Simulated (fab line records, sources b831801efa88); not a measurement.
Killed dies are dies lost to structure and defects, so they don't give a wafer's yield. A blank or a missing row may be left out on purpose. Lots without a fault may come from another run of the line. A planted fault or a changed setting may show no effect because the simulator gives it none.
Split-lot experiment | flow gf180mcu | 5 lots, 23 wafers read, on a route of 602 steps

THE SPLIT
At GF_V5_PEB_12 (peb time 90 s), the setting peb_time_s was moved away from the recipe's 90 s on 10 of the 23 wafers read, by -13.5% to +7.3%. The other wafers ran this setting at the recipe's value.

FROM THE SPLIT TO THE READING: what the file shows between them, 1 step
- GF_V5_DEVELOP_13: develop time 60 s

THE READING
cd_nm, in nm, at GF_V5_CD_MEAS_14 (target cd 260 nm). Fault-free wafers of this fab line usually give 259.5 nm, standard deviation 1.1 nm.

wafer  | tool, chamber at the split | peb_time_s as run, s | against the recipe | cd_nm, nm | against lot-mates on the recipe
L074.1 | litho_track-02, 0          | 96.58                | +7.3%              | 260.2     | +1.8
L074.2 | litho_track-02, 0          | 96.58                | +7.3%              | 260.0     | +1.6
L074.3 | litho_track-02, 0          | 96.58                | +7.3%              | 259.4     | +1.0
L074.5 | litho_track-02, 0          | 90                   | recipe             | 259.4     | -
L074.6 | litho_track-02, 0          | 90                   | recipe             | 257.3     | -
L076.1 | litho_track-03, 0          | 90                   | recipe             | 259.0     | -
L076.3 | litho_track-03, 0          | 90                   | recipe             | 259.7     | -
L076.6 | litho_track-03, 0          | 90                   | recipe             | 258.6     | -
L080.1 | litho_track-01, 0          | 90                   | recipe             | 260.3     | -
L080.2 | litho_track-01, 0          | 78.41                | -12.9%             | 258.4     | -2.4
L080.3 | litho_track-01, 0          | 90                   | recipe             | 260.6     | -
L080.4 | litho_track-01, 0          | 90                   | recipe             | 261.4     | -
L080.5 | litho_track-01, 0          | 78.41                | -12.9%             | 257.1     | -3.7
L082.1 | litho_track-02, 0          | 77.95                | -13.4%             | 253.7     | -3.8
L082.2 | litho_track-02, 0          | 77.95                | -13.4%             | 255.0     | -2.5
L082.3 | litho_track-02, 0          | 90                   | recipe             | 257.2     | -
L082.4 | litho_track-02, 0          | 77.95                | -13.4%             | 254.1     | -3.4
L082.6 | litho_track-02, 0          | 90                   | recipe             | 257.8     | -
L083.1 | litho_track-03, 0          | 77.82                | -13.5%             | 257.5     | -3.0
L083.3 | litho_track-03, 0          | 77.82                | -13.5%             | 257.3     | -3.2
L083.4 | litho_track-03, 0          | 90                   | recipe             | 259.8     | -
L083.5 | litho_track-03, 0          | 90                   | recipe             | 260.4     | -
L083.6 | litho_track-03, 0          | 90                   | recipe             | 261.2     | -

THE FIT
A straight line over all 23 wafers: cd_nm changes by +0.211 nm for each +1% of peb_time_s; r = +0.73; the points scatter about the line by 1.5 nm.
The same after taking each lot's own level away (the mean of its wafers on the recipe; 23 wafers): +0.23 nm for each +1%; r = +0.95; scatter 0.57 nm.
On that fit, the largest move of peb_time_s shifts the reading by 3.1 nm.
The lots' own levels span 257.50 to 260.77 nm, that is 3.0 times the standard deviation above.
So the lot-to-lot level blurs the effect unless lot-mates are compared.
Check: with one of the wafers moved furthest among these (-13.5%) left out of the fit, the line predicts -3.18 nm for it against its lot-mates. It came out at -2.97 nm against them.

OTHER SPLITS ON THESE WAFERS
These wafers also went through other splits before the reading. Each is held against what the fit with the lots' levels taken away leaves over:
other split on the same wafers | wafers away from the commonest value | r with cd_nm (lot level and that fit taken away)
GF_V4_ETCH_16 ion_energy_ev    | 9                                    | +0.10
GF_V4_SPUTTER_22 time_s        | 8                                    | +0.16
GF_MIM_SPUTTER_09 power_w      | 10                                   | -0.07
GF_MIM_COAT_14 resist_thk_nm   | 9                                    | -0.39

THE WHOLE CHAIN: every reading that the file lists as answering this split, in the file's order
step             | what it does         | reading                                                   | change (the file's fit)               | r (the file's)
GF_V5_CD_MEAS_14 | target cd 260 nm     | cd_nm                                                     | +0.234 nm for each +1% of the setting | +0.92
GF_V5_ETCH_16    | etches BARC in N2/H2 | V5.cd_nm (the simulator's own value, which no gauge read) | +0.243 nm for each +1% of the setting | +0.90

THE FILE'S OWN FIT
cd_nm changes by +0.234 nm for each +1% of peb_time_s, r = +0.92.
